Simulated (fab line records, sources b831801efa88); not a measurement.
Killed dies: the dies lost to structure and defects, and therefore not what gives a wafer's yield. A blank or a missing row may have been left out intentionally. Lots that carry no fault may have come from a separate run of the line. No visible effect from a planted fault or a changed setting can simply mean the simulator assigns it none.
fab line records | flow sky130
[record] lots = 12 | wafers = 36 | last-day = 50
route steps=708 shown VT_ADJUST_LVTN@106 VT_ADJUST_PCH@150 SONOS_ONO@172 PAD_OPEN@708
lots untouched by any fault: they come from a run of this same line in which no faults occurred
start-h: the number of hours between the record's first day and the start of the first shown wafer of the lot | wait-h: how many hours have passed since the lot's step before this one | " repeats the value in the row above | L1.1+2: a single row standing in for several wafers | - value missing, or start not given | * or withheld: withheld | < > ~ a bound
route shown NAME@n: NAME is a module with steps in the file, n the number in the route of the first one | usual: the fault-free wafers' mean and standard deviation | same: alike in all rows | chamber/n: place in a boat | sites: readings site by site | _std_site: standard deviation across them | _edge_site: inner sites' mean taken away from outer sites' mean | radius-mm: how far each site lies from the wafer's centre | mask NAME#n: copy n | behind: the last tool/chamber to shape the wafer | hold: why the lot went on hold/how many hours it stayed there/how the hold came to an end | device: whichever transistor did not switch (one of n, p or np) | end of line: at the end of the route, the tests of the same wafers | for a step that has no rows: nothing shown but its recipe | killed: dies lost to structure and defects at the first sort, not the wafer's yield | map: shows each die of a wafer: x if killed, . if not, _ if none is there
set.NAME: the run value of the setting; set.NAME@STEP: its run value at that earlier step | model.NAME: the simulator's own value behind a step, which no gauge read
route steps across a sampled set of lots; one table per step, one row per wafer
services: the hour from which a tool's chamber was out of use, counted from the record's first day as start-h (under 0 if before that day), plus the number of hours and why
[[steps]]
[step SKY_VT_ADJUST_LVTN_STRIP_09]
[recipe] chemistry = O2/N2 | power-w = 1400 | pressure-mtorr = 1500 | platen-temp-c = withheld | o2-flow-sccm = 3000 | n2-flow-sccm = 300 | overash-fraction = 0.5
[usual] drypump-motor-current-A = 5.5/0.53 | oes-product-au = 0.722/0.0044 | strip-time-to-endpoint-s = 36.88/0.11
lot.wafer | tool            | chamber | start-h | wait-h | drypump-motor-current-A | oes-product-au | rf-hours-counter-h | strip-time-to-endpoint-s
L198.3    | plasma-asher-04 | 0       | 141.31  | 0.1    | 6.4                     | 0.725          | -                  | 36.92
L198.4    | "               | 1       | "       | "      | 4.9                     | 0.722          | -                  | 36.89
L198.5    | "               | 0       | "       | "      | 6.4                     | 0.722          | -                  | 37.02
L199.1    | plasma-asher-01 | 0       | 145.43  | 0.1    | 5.8                     | 0.728          | 2                  | 36.87
L199.4    | "               | 1       | "       | "      | 5.7                     | 0.724          | -                  | 36.91
L199.6    | "               | 0       | "       | "      | 5.8                     | 0.721          | -                  | 36.90
L200.1    | plasma-asher-01 | 0       | 156.04  | 0.1    | 5.8                     | 0.723          | 3                  | 36.89
L200.5    | "               | 1       | "       | "      | 5.7                     | 0.728          | -                  | 36.98
L200.6    | "               | 0       | "       | "      | 5.8                     | 0.724          | -                  | 36.95
L202.1    | plasma-asher-01 | 1       | 174.79  | 0.1    | 5.6                     | 0.719          | 5                  | 36.80
L202.4    | "               | 1       | "       | "      | 5.6                     | 0.723          | -                  | 36.80
L202.5    | "               | 0       | "       | "      | 5.8                     | 0.713          | -                  | 36.90
L203.1    | plasma-asher-02 | 0       | 175.14  | 0.1    | 5.2                     | 0.722          | 45                 | 37.24
L203.2    | "               | 1       | "       | "      | 5.0                     | 0.718          | 45                 | 37.10
L203.6    | "               | 1       | "       | "      | 5.0                     | 0.721          | -                  | 37.13
L205.1    | plasma-asher-02 | 1       | 188.63  | 0.1    | 5.0                     | 0.725          | 46                 | 36.83
L205.3    | "               | 1       | "       | "      | 5.0                     | 0.718          | -                  | 36.76
L205.5    | "               | 0       | "       | "      | 5.2                     | 0.716          | -                  | 36.87
L210.4    | plasma-asher-02 | 1       | 223.26  | 0.1    | 5.0                     | 0.725          | -                  | 37.01
L210.5    | "               | 1       | "       | "      | 5.0                     | 0.719          | -                  | 36.82
L210.6    | "               | 0       | "       | "      | 5.2                     | 0.722          | -                  | 36.97
L211.2    | plasma-asher-01 | 0       | 225.33  | 0.1    | 5.8                     | 0.720          | 10                 | 36.84
L211.4    | "               | 0       | "       | "      | 5.8                     | 0.729          | -                  | 36.90
L211.6    | "               | 0       | "       | "      | 5.8                     | 0.723          | -                  | 36.81
L212.3    | plasma-asher-02 | 1       | 227.87  | 0.1    | 5.0                     | 0.720          | -                  | 36.81
L212.4    | "               | 0       | "       | "      | 5.2                     | 0.721          | -                  | 36.76
L212.6    | "               | 0       | "       | "      | 5.2                     | 0.715          | -                  | 36.71
L219.1    | plasma-asher-02 | 0       | 283.39  | 0.1    | 5.2                     | 0.720          | 55                 | 36.90
L219.4    | "               | 1       | "       | "      | 5.0                     | 0.721          | -                  | 37.03
L219.6    | "               | 0       | "       | "      | 5.3                     | 0.713          | -                  | 36.98
L220.1    | plasma-asher-02 | 0       | 284.37  | 0.1    | 5.2                     | 0.727          | 56                 | 36.78
L220.2    | "               | 1       | "       | "      | 5.0                     | 0.723          | 56                 | 36.84
L220.5    | "               | 1       | "       | "      | 5.0                     | 0.728          | -                  | 36.81
L221.1    | plasma-asher-04 | 1       | 299.83  | 0.1    | 4.8                     | 0.719          | 62                 | 36.83
L221.2    | "               | 0       | "       | "      | 6.4                     | 0.720          | 62                 | 36.94
L221.4    | "               | 1       | "       | "      | 4.8                     | 0.715          | -                  | 36.86
[step SKY_VT_ADJUST_LVTN_STRIP_20]
[recipe] chemistry = O2/N2 | power-w = 1400 | pressure-mtorr = 1500 | platen-temp-c = withheld | o2-flow-sccm = 3000 | n2-flow-sccm = 300 | overash-fraction = 0.5
[usual] drypump-motor-current-A = 5.5/0.54 | oes-product-au = 0.716/0.0048 | strip-time-to-endpoint-s = 14.18/0.043
lot.wafer | tool            | chamber | start-h | wait-h | drypump-motor-current-A | oes-product-au | rf-hours-counter-h | strip-time-to-endpoint-s
L198.3    | plasma-asher-01 | 1       | 160.96  | 0.1    | 5.6                     | 0.718          | -                  | 14.20
L198.4    | "               | 0       | "       | "      | 5.8                     | 0.718          | -                  | 14.22
L198.5    | "               | 0       | "       | "      | 5.8                     | 0.715          | -                  | 14.20
L199.1    | plasma-asher-04 | 1       | 162.53  | 0.1    | 4.9                     | 0.720          | 48                 | 14.13
L199.4    | "               | 1       | "       | "      | 4.9                     | 0.709          | -                  | 14.15
L199.6    | "               | 0       | "       | "      | 6.4                     | 0.718          | -                  | 14.16
L200.1    | plasma-asher-04 | 0       | 176.82  | 0.1    | 6.4                     | 0.716          | 49                 | 14.19
L200.5    | "               | 0       | "       | "      | 6.4                     | 0.722          | -                  | 14.16
L200.6    | "               | 1       | "       | "      | 4.8                     | 0.718          | -                  | 14.16
L202.1    | plasma-asher-02 | 0       | 196.57  | 0.1    | 5.2                     | 0.712          | 47                 | 14.19
L202.4    | "               | 0       | "       | "      | 5.2                     | 0.718          | -                  | 14.21
L202.5    | "               | 1       | "       | "      | 5.0                     | 0.724          | -                  | 14.19
L203.1    | plasma-asher-01 | 1       | 196.87  | 0.1    | 5.7                     | 0.713          | 7                  | 14.23
L203.2    | "               | 0       | "       | "      | 5.8                     | 0.723          | 7                  | 14.22
L203.6    | "               | 1       | "       | "      | 5.7                     | 0.713          | -                  | 14.22
L205.1    | plasma-asher-01 | 1       | 210.59  | 0.1    | 5.6                     | 0.717          | 9                  | 14.08
L205.3    | "               | 1       | "       | "      | 5.6                     | 0.706          | -                  | 14.06
L205.5    | "               | 0       | "       | "      | 5.8                     | 0.711          | -                  | 14.09
L210.4    | plasma-asher-02 | 0       | 245.67  | 0.1    | 5.2                     | 0.723          | -                  | 14.20
L210.5    | "               | 0       | "       | "      | 5.2                     | 0.720          | -                  | 14.15
L210.6    | "               | 1       | "       | "      | 5.0                     | 0.712          | -                  | 14.23
L211.2    | plasma-asher-04 | 1       | 248.47  | 0.1    | 4.8                     | 0.716          | 56                 | 14.22
L211.4    | "               | 0       | "       | "      | 6.4                     | 0.704          | -                  | 14.21
L211.6    | "               | 1       | "       | "      | 4.8                     | 0.718          | -                  | 14.24
L212.3    | plasma-asher-02 | 0       | 251.87  | 0.2    | 5.2                     | 0.710          | -                  | 14.19
L212.4    | "               | 1       | "       | "      | 5.0                     | 0.723          | -                  | 14.20
L212.6    | "               | 0       | "       | "      | 5.2                     | 0.715          | -                  | 14.22
L219.1    | plasma-asher-01 | 0       | 308.67  | 0.1    | 5.8                     | 0.707          | 16                 | 14.22
L219.4    | "               | 0       | "       | "      | 5.8                     | 0.711          | -                  | 14.14
L219.6    | "               | 1       | "       | "      | 5.6                     | 0.717          | -                  | 14.23
L220.1    | plasma-asher-01 | 0       | 309.62  | 0.1    | 5.8                     | 0.713          | 16                 | 14.16
L220.2    | "               | 1       | "       | "      | 5.6                     | 0.708          | 16                 | 14.16
L220.5    | "               | 1       | "       | "      | 5.7                     | 0.714          | -                  | 14.13
L221.1    | plasma-asher-01 | 0       | 325.63  | 0.1    | 5.8                     | 0.714          | 18                 | 14.17
L221.2    | "               | 1       | "       | "      | 5.7                     | 0.717          | 18                 | 14.19
L221.4    | "               | 0       | "       | "      | 5.8                     | 0.720          | -                  | 14.20
[step SKY_VT_ADJUST_PCH_OVL_MEAS_07]
[usual] VT_ADJUST_PCH_OVL = -0.9/1.4
lot.wafer | tool       | chamber | start-h | wait-h | VT_ADJUST_PCH_OVL[nm]
L198.3    | overlay-01 | -       | 225.51  | -      | -2.0
L198.4    | "          | -       | "       | "      | -2.1
L198.5    | "          | -       | "       | "      | -1.4
L199.1    | overlay-01 | -       | 226.94  | -      | 3.3
L199.4    | "          | -       | "       | "      | 0.1
L199.6    | "          | -       | "       | "      | 1.0
L200.1    | overlay-02 | -       | 243.20  | -      | -0.4
L200.5    | "          | -       | "       | "      | -1.1
L200.6    | "          | -       | "       | "      | -0.3
L202.1    | overlay-01 | -       | 265.44  | -      | 0.1
L202.4    | "          | -       | "       | "      | -1.7
L202.5    | "          | -       | "       | "      | -1.2
L203.1    | overlay-02 | -       | 265.79  | -      | -2.3
L203.2    | "          | -       | "       | "      | -0.7
L203.6    | "          | -       | "       | "      | -0.9
L205.1    | overlay-01 | -       | 281.62  | -      | -0.5
L205.3    | "          | -       | "       | "      | -0.9
L205.5    | "          | -       | "       | "      | -1.4
L210.4    | overlay-02 | -       | 320.86  | -      | -1.2
L210.5    | "          | -       | "       | "      | 0.3
L210.6    | "          | -       | "       | "      | -2.1
L211.2    | overlay-02 | -       | 322.35  | -      | 0.7
L211.4    | "          | -       | "       | "      | 0.9
L211.6    | "          | -       | "       | "      | 0.4
L212.3    | overlay-01 | -       | 327.66  | -      | 0.1
L212.4    | "          | -       | "       | "      | -0.4
L212.6    | "          | -       | "       | "      | -2.4
L219.1    | overlay-01 | -       | 391.07  | -      | -0.3
L219.4    | "          | -       | "       | "      | 1.9
L219.6    | "          | -       | "       | "      | 2.1
L220.1    | overlay-02 | -       | 392.19  | -      | 1.4
L220.2    | "          | -       | "       | "      | 0.2
L220.5    | "          | -       | "       | "      | -0.9
L221.1    | overlay-02 | -       | 408.60  | -      | 0.0
L221.2    | "          | -       | "       | "      | -0.1
L221.4    | "          | -       | "       | "      | -2.0
[step SKY_SONOS_ONO_CVD_04]
[recipe] material = SiO2 | precursor = SiH4/N2O | target-thk-nm = 5.7199 | temp-c = 900 | pressure-mtorr = 400
[usual] zone-power-top-pct = 32.7/0.88
lot.wafer | tool     | chamber | start-h | wait-h | zone-power-top-pct
L198.3    | lpcvd-03 | 1       | 254.33  | 0.0    | 33.4
L198.4    | "        | 1       | "       | "      | 33.2
L198.5    | "        | 1       | "       | "      | 33.2
L199.1    | lpcvd-03 | 0       | 254.33  | 0.1    | 31.5
L199.4    | "        | 0       | "       | "      | 31.3
L199.6    | "        | 0       | "       | "      | 32.0
L200.1    | lpcvd-03 | 1       | 271.59  | 0.1    | 33.3
L200.5    | "        | 1       | "       | "      | 32.9
L200.6    | "        | 1       | "       | "      | 33.3
L202.1    | lpcvd-03 | 1       | 295.06  | 0.1    | 33.3
L202.4    | "        | 1       | "       | "      | 33.8
L202.5    | "        | 1       | "       | "      | 33.4
L203.1    | lpcvd-03 | 1       | 295.06  | 0.1    | 34.1
L203.2    | "        | 1       | "       | "      | 33.2
L203.6    | "        | 1       | "       | "      | 33.9
L205.1    | lpcvd-03 | 1       | 312.55  | 0.1    | 33.4
L205.3    | "        | 1       | "       | "      | 33.2
L205.5    | "        | 1       | "       | "      | 33.1
L210.4    | lpcvd-03 | 0       | 351.69  | 0.0    | 31.2
L210.5    | "        | 0       | "       | "      | 31.5
L210.6    | "        | 0       | "       | "      | 31.3
L211.2    | lpcvd-03 | 1       | 356.39  | 0.0    | 33.6
L211.4    | "        | 1       | "       | "      | 33.3
L211.6    | "        | 1       | "       | "      | 33.7
L212.3    | lpcvd-03 | 1       | 367.74  | 0.0    | 33.1
L212.4    | "        | 1       | "       | "      | 33.3
L212.6    | "        | 1       | "       | "      | 32.8
L219.1    | lpcvd-03 | 1       | 427.62  | 0.1    | 33.0
L219.4    | "        | 1       | "       | "      | 33.2
L219.6    | "        | 1       | "       | "      | 32.8
L220.1    | lpcvd-03 | 0       | 427.62  | 0.1    | 31.6
L220.2    | "        | 0       | "       | "      | 32.0
L220.5    | "        | 0       | "       | "      | 31.9
L221.1    | lpcvd-03 | 0       | 442.22  | 0.1    | 31.4
L221.2    | "        | 0       | "       | "      | 31.4
L221.4    | "        | 0       | "       | "      | 31.7
[step SKY_SONOS_ONO_THK_MEAS_05]
[recipe] reads = SiO2_of_SONOS_ONO_CVD_04
[usual] SONOS_ONO_CVD_04_THK = 5.67/0.098
lot.wafer | tool          | chamber | start-h | wait-h | hold                     | SONOS_ONO_CVD_04_THK[nm]
L199.1    | film-metro-03 | -       | 255.58  | 0.0    | -                        | 5.69
L199.4    | "             | -       | "       | "      | -                        | 5.88
L199.6    | "             | -       | "       | "      | -                        | 5.86
L198.3    | film-metro-04 | -       | 255.60  | 0.0    | -                        | 5.92
L198.4    | "             | -       | "       | "      | -                        | 5.83
L198.5    | "             | -       | "       | "      | -                        | 5.77
L200.1    | film-metro-02 | -       | 272.84  | 0.0    | -                        | 5.75
L200.5    | "             | -       | "       | "      | -                        | 5.71
L200.6    | "             | -       | "       | "      | -                        | 5.68
L202.1    | film-metro-04 | -       | 296.31  | 0.0    | -                        | 5.48
L202.4    | "             | -       | "       | "      | -                        | 5.52
L202.5    | "             | -       | "       | "      | -                        | 5.53
L203.1    | film-metro-03 | -       | 296.31  | 0.0    | -                        | 5.66
L203.2    | "             | -       | "       | "      | -                        | 5.76
L203.6    | "             | -       | "       | "      | -                        | 5.71
L205.1    | film-metro-04 | -       | 313.80  | 0.0    | -                        | 5.67
L205.3    | "             | -       | "       | "      | -                        | 5.59
L205.5    | "             | -       | "       | "      | -                        | 5.60
L210.4    | film-metro-03 | -       | 352.97  | 0.0    | await-dispo/0.2h/release | 6.95
L210.5    | "             | -       | "       | "      | await-dispo/0.2h/release | 7.03
L210.6    | "             | -       | "       | "      | await-dispo/0.2h/release | 6.98
L210.4    | film-metro-03 | -       | 353.20  | 0.2    | -                        | 6.92
L210.5    | "             | -       | "       | "      | -                        | 6.94
L210.6    | "             | -       | "       | "      | -                        | 7.05
L211.2    | film-metro-04 | -       | 357.65  | 0.0    | await-dispo/0.2h/release | 7.00
L211.4    | "             | -       | "       | "      | await-dispo/0.2h/release | 6.99
L211.6    | "             | -       | "       | "      | await-dispo/0.2h/release | 7.08
L211.2    | film-metro-04 | -       | 357.87  | 0.2    | -                        | 6.98
L211.4    | "             | -       | "       | "      | -                        | 6.97
L211.6    | "             | -       | "       | "      | -                        | 7.07
L212.3    | film-metro-02 | -       | 369.01  | 0.0    | await-dispo/0.2h/release | 6.85
L212.4    | "             | -       | "       | "      | await-dispo/0.2h/release | 6.84
L212.6    | "             | -       | "       | "      | await-dispo/0.2h/release | 6.81
L212.3    | film-metro-02 | -       | 369.24  | 0.2    | -                        | 6.82
L212.4    | "             | -       | "       | "      | -                        | 6.88
L212.6    | "             | -       | "       | "      | -                        | 6.87
L219.1    | film-metro-03 | -       | 428.87  | 0.0    | -                        | 5.67
L219.4    | "             | -       | "       | "      | -                        | 5.83
L219.6    | "             | -       | "       | "      | -                        | 5.75
L220.1    | film-metro-02 | -       | 428.87  | 0.0    | -                        | 5.66
L220.2    | "             | -       | "       | "      | -                        | 5.57
L220.5    | "             | -       | "       | "      | -                        | 5.60
L221.1    | film-metro-02 | -       | 443.47  | 0.0    | -                        | 5.70
L221.2    | "             | -       | "       | "      | -                        | 5.82
L221.4    | "             | -       | "       | "      | -                        | 5.66
[step SKY_PAD_OPEN_PROBE_99]
[usual] killed_at_M0_to_M3 = 45/7.5 | killed_at_M4_up = 3.2/1.8 | killed-at-contacts = 24/4.9 | killed-at-front-end = 15/4.4 | killed-at-other = 0.3/0.54 | killed-dies = 87/9.8 | killed-open = 47/6.4 | killed-short = 40/6.5
[same] gross-dies = 492 | killed-at-back-side = 0
lot.wafer | tool      | chamber | start-h | wait-h | killed_at_M0_to_M3 | killed_at_M4_up | killed-at-contacts | killed-at-front-end | killed-at-other | killed-dies | killed-open | killed-short
L200.1    | prober-01 | -       | 1088.10 | 0.1    | 40                 | 3               | 21                 | 21                  | 0               | 85          | 47          | 38
L200.5    | prober-01 | -       | 1088.30 | 0.2    | 57                 | 1               | 35                 | 12                  | 0               | 105         | 55          | 50
L200.6    | prober-01 | -       | 1088.35 | 0.2    | 47                 | 1               | 23                 | 14                  | 1               | 86          | 49          | 37
L203.1    | prober-01 | -       | 1111.28 | 0.1    | 58                 | 5               | 23                 | 17                  | 1               | 104         | 56          | 47
L203.2    | prober-01 | -       | 1111.33 | 0.1    | 44                 | 3               | 20                 | 19                  | 2               | 88          | 41          | 46
L203.6    | prober-01 | -       | 1111.53 | 0.2    | 53                 | 5               | 23                 | 9                   | 0               | 90          | 41          | 49
L205.1    | prober-02 | -       | 1128.34 | 0.1    | 41                 | 4               | 31                 | 18                  | 0               | 94          | 53          | 41
L205.3    | prober-02 | -       | 1128.44 | 0.2    | 60                 | 3               | 23                 | 15                  | 0               | 101         | 62          | 39
L205.5    | prober-02 | -       | 1128.54 | 0.2    | 45                 | 1               | 20                 | 14                  | 0               | 80          | 43          | 37
L210.4    | prober-01 | -       | 1150.81 | 0.2    | 48                 | 3               | 19                 | 23                  | 1               | 94          | 43          | 50
L210.5    | prober-01 | -       | 1150.86 | 0.2    | 44                 | 5               | 23                 | 16                  | 0               | 88          | 46          | 41
L210.6    | prober-01 | -       | 1150.91 | 0.2    | 35                 | 4               | 35                 | 14                  | 0               | 88          | 49          | 36
L211.2    | prober-02 | -       | 1153.69 | 0.1    | 45                 | 4               | 25                 | 11                  | 0               | 85          | 53          | 31
L211.4    | prober-02 | -       | 1153.79 | 0.2    | 44                 | 5               | 24                 | 15                  | 2               | 90          | 52          | 37
L211.6    | prober-02 | -       | 1153.89 | 0.2    | 52                 | 8               | 27                 | 15                  | 0               | 102         | 63          | 39
L212.3    | prober-01 | -       | 1162.61 | 0.2    | 45                 | 5               | 14                 | 16                  | 1               | 81          | 40          | 39
L212.4    | prober-01 | -       | 1162.66 | 0.2    | 44                 | 3               | 15                 | 11                  | 0               | 73          | 36          | 37
L212.6    | prober-01 | -       | 1162.76 | 0.2    | 44                 | 1               | 30                 | 11                  | 0               | 86          | 46          | 39
// killed by level:class
L200.1 CONTACT:geometric-particle:open=9 VIA1:geometric-particle:open=9 VIA1:geometric-particle:short=8 LI_CONTACT:geometric-particle:open=5 VIA2:geometric-particle:open=5 VIA3:geometric-particle:open=5 POLY_GATE:geometric-particle:short=4 FIELD_ISO:geometric-particle:open=3
L200.5 VIA1:geometric-particle:open=23 CONTACT:geometric-particle:open=12 LOCAL_INTERCONNECT:geometric-particle:short=9 METAL2:geometric-particle:short=8 CONTACT:geometric-particle:short=7 VIA2:geometric-particle:open=6 METAL3:geometric-particle:short=5 FIELD_ISO:geometric-particle:short=3
L200.6 CONTACT:geometric-particle:open=9 VIA1:geometric-particle:open=9 LI_CONTACT:geometric-particle:open=7 METAL1:geometric-particle:short=7 METAL2:geometric-particle:short=7 FIELD_ISO:geometric-particle:short=6 METAL1:geometric-particle:open=6 VIA2:geometric-particle:open=6
L203.1 VIA1:geometric-particle:open=14 CONTACT:geometric-particle:open=10 VIA2:geometric-particle:open=9 FIELD_ISO:geometric-particle:open=7 METAL1:geometric-particle:short=7 VIA3:geometric-particle:open=7 POLY_GATE:geometric-particle:short=6 METAL2:geometric-particle:short=6
L203.2 VIA1:geometric-particle:open=11 METAL2:geometric-particle:short=10 CONTACT:geometric-particle:open=9 FIELD_ISO:geometric-particle:short=6 LOCAL_INTERCONNECT:geometric-particle:short=6 POLY_GATE:geometric-particle:short=5 VIA2:geometric-particle:open=5 POLY_GATE:geometric-particle:open=4
L203.6 VIA1:geometric-particle:open=13 CONTACT:geometric-particle:short=8 LI_CONTACT:geometric-particle:short=7 VIA1:geometric-particle:short=7 VIA2:geometric-particle:open=6 METAL1:geometric-particle:short=6 METAL2:geometric-particle:short=6 VIA3:geometric-particle:open=5
L205.1 CONTACT:geometric-particle:open=13 VIA1:geometric-particle:open=8 LOCAL_INTERCONNECT:geometric-particle:short=6 VIA2:geometric-particle:open=6 FIELD_ISO:geometric-particle:short=5 LI_CONTACT:geometric-particle:open=5 METAL1:geometric-particle:short=5 METAL2:geometric-particle:short=5
L205.3 VIA2:geometric-particle:open=11 VIA3:geometric-particle:open=10 VIA1:geometric-particle:open=9 METAL2:geometric-particle:short=9 CONTACT:geometric-particle:short=7 CONTACT:geometric-particle:open=7 FIELD_ISO:geometric-particle:open=5 LI_CONTACT:geometric-particle:open=4
L205.5 VIA1:geometric-particle:open=12 CONTACT:geometric-particle:open=11 VIA3:geometric-particle:open=8 FIELD_ISO:geometric-particle:short=6 METAL1:geometric-particle:short=6 VIA1:geometric-particle:short=6 VIA2:geometric-particle:open=5 METAL2:geometric-particle:short=5
L210.4 FIELD_ISO:geometric-particle:short=10 VIA1:geometric-particle:open=10 VIA2:geometric-particle:open=9 LI_CONTACT:geometric-particle:open=7 METAL2:geometric-particle:short=7 CONTACT:geometric-particle:open=6 POLY_GATE:geometric-particle:short=5 METAL1:geometric-particle:short=5
L210.5 VIA1:geometric-particle:open=12 VIA2:geometric-particle:open=11 CONTACT:geometric-particle:open=9 METAL1:geometric-particle:short=6 FIELD_ISO:geometric-particle:short=5 CONTACT:geometric-particle:short=5 METAL2:geometric-particle:short=5 METAL4:geometric-particle:short=5
L210.6 CONTACT:geometric-particle:open=16 VIA2:geometric-particle:open=8 CONTACT:geometric-particle:short=7 VIA1:geometric-particle:open=7 LI_CONTACT:geometric-particle:open=6 METAL1:geometric-particle:short=6 FIELD_ISO:geometric-particle:open=4 FIELD_ISO:geometric-particle:short=4
L211.2 LI_CONTACT:geometric-particle:open=11 VIA1:geometric-particle:open=10 CONTACT:geometric-particle:open=8 METAL1:geometric-particle:short=6 VIA3:geometric-particle:open=6 METAL2:geometric-particle:short=5 METAL1:geometric-particle:open=4 POLY_GATE:geometric-particle:open=3
L211.4 VIA3:geometric-particle:open=10 CONTACT:geometric-particle:open=9 VIA1:geometric-particle:open=7 POLY_GATE:geometric-particle:open=6 LOCAL_INTERCONNECT:geometric-particle:short=6 VIA2:geometric-particle:open=6 METAL2:geometric-particle:short=5 LI_CONTACT:geometric-particle:open=4
L211.6 VIA1:geometric-particle:open=15 VIA2:geometric-particle:open=11 CONTACT:geometric-particle:open=10 FIELD_ISO:geometric-particle:open=7 LI_CONTACT:geometric-particle:open=6 METAL4:geometric-particle:short=6 FIELD_ISO:geometric-particle:short=4 METAL1:geometric-particle:short=4
L212.3 METAL1:geometric-particle:short=9 VIA1:geometric-particle:open=9 VIA2:geometric-particle:open=7 LI_CONTACT:geometric-particle:open=6 VIA1:geometric-particle:short=6 VIA2:geometric-particle:short=5 FIELD_ISO:geometric-particle:open=4 VIA3:geometric-particle:open=4
L212.4 METAL2:geometric-particle:short=11 VIA1:geometric-particle:open=6 VIA3:geometric-particle:open=6 METAL1:geometric-particle:short=5 VIA2:geometric-particle:open=5 FIELD_ISO:geometric-particle:open=4 LI_CONTACT:geometric-particle:open=4 LOCAL_INTERCONNECT:geometric-particle:short=4
L212.6 VIA1:geometric-particle:open=11 CONTACT:geometric-particle:open=9 LI_CONTACT:geometric-particle:open=8 VIA2:geometric-particle:open=8 LI_CONTACT:geometric-particle:short=6 METAL2:geometric-particle:short=6 VIA1:geometric-particle:short=5 VIA2:geometric-particle:short=5
[[services]]
tool            | chamber | start-h | hours | kind
plasma-asher-01 | 0       | 117.75  | -     | clean
plasma-asher-01 | 1       | 117.75  | -     | clean
plasma-asher-01 | -       | 168.07  | 0.9   | repair
plasma-asher-04 | -       | 253.23  | 1.3   | repair
plasma-asher-01 | -       | 274.47  | 25.6  | pm
plasma-asher-02 | -       | 354.79  | 15.6  | pm
plasma-asher-04 | -       | 404.28  | 1.1   | repair
plasma-asher-04 | -       | 421.25  | 9.0   | pm
plasma-asher-04 | 0       | 421.25  | 9.0   | vent-cycle
plasma-asher-04 | 1       | 421.25  | 9.0   | vent-cycle
plasma-asher-04 | 0       | 430.25  | -     | clean
plasma-asher-04 | 1       | 430.25  | -     | clean
[[key]]
[first-sign] step = SKY_SONOS_ONO_THK_MEAS_05 | reading = visit | direction = added
[effect] step = SKY_SONOS_ONO_THK_MEAS_05 | reading = SONOS_ONO_CVD_04_THK | direction = up | sigmas = 13 | usual = 5.67 | struck = 6.95
met-at SKY_SONOS_ONO_CVD_04
struck-lots L210,L211,L212
tester-left-out L210,L211,L212
not-acting-at SKY_VT_ADJUST_LVTN_STRIP_09,SKY_VT_ADJUST_LVTN_STRIP_20,SKY_VT_ADJUST_PCH_OVL_MEAS_07
onset-between 312.55 351.69
[fault] kind = process-parameter-drift | tool = lpcvd-03 | chamber = - | onset-h = 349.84 | steps = SKY_SONOS_ONO_CVD_04 | channel = target-thk-nm | offset = 1.2811 | shape = step | end-h = 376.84 | stated = 5.7199
// tester-left-out: of these lots the tester's yield and bins aren't shown, on N5 and GAA mostly nor the transistor test; their killed dies are dies lost to structure and defects alone, not to doping, threshold or leakage, so they don't give the yield
